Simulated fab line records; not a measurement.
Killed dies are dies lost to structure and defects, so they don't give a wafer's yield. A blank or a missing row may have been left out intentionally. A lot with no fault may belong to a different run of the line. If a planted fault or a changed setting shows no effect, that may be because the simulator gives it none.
8D (eight disciplines) problem report, filled in by code -- flow gf180mcu -- the parts of the form that need people (team, actions taken, sign-off) are left out

## 1. PROBLEM STATEMENT
At GF_M2_SOFTBAKE_10, run length s averages 96.82 s over 6 wafers from 2 lots, while fault-free wafers read 89.27 s, standard deviation 0.12. That is +63 standard deviations from the usual mean.
The step: time 60 s.
Earliest sighting: wafer L744.4 on litho track-03 at day 23 00:11. The record holds 39 wafers of 13 lots with a number at this step. Rule for "out" (also "out of limits"): further than 4 standard deviations from the usual mean. All remaining wafers that have a number are taken as sound.

## 2. WHAT IT IS AND WHAT IT IS NOT
question,is,is not
which readings at this step,run length s,"chill plate temp C, plate temp C"
which lots,"L744, L749","L734, L737, L738, L740, L741, L742, L753, L754, L755, L756, L757"
which wafers of those lots,all that have a number,-
read on which tools,litho track-03,"litho track-02, litho track-04"
when,from day 23 00:11,"up to then (18 sound wafers); but 15 sound wafers of L753, L754, L755, L756, L757 came after"

## 3. THE SUSPECTS, EACH WITH WHAT RULES IT OUT
Counting: a tool at a process step up to the reading stays a suspect if it ran every lot that is out and no sound lot after the first of them.
- litho track-03 at GF_M2_SOFTBAKE_10 (time 60 s): ruled out as a lasting fault. The sound lots L757 went through it after L744, its earliest lot that is out (day 23 00:11).
Left after counting: nothing in the record.

## 4. THE CAUSE (what the simulator had put in)
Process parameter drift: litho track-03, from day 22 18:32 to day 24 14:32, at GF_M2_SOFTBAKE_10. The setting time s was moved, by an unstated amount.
Counting ruled it out, wrongly.

## 5. SEQUENCE OF EFFECTS, ordered by route
Rows list readings where the struck wafers' mean (over those with a number) sits beyond 3 standard deviations from the usual. Only readings for which the record gives a usual standard deviation are gone through. hours: the time from each lot's start at the first step in this table that gives one to its start at this step, as a median over the lots. sigmas: the change in usual standard deviations.
hours,step,reading,usual,on struck wafers,change,sigmas
0,GF_M2_SOFTBAKE_10,run length s,89.27 s,96.82,+7.55,+63
Its process steps:
- GF_M2_SOFTBAKE_10: time 60 s.
Later steps that measure or inspect, where all struck wafers having a row at the step show a number for every such reading and not one has moved that far: GF_M2_CD_MEAS_14, GF_V2_THK_MEAS_01.

## 6. WHAT WOULD HAVE CAUGHT IT SOONER
6 hours passed between the start of the fault at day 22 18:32 and the first reading out of limits in this record, taken at day 23 00:11.
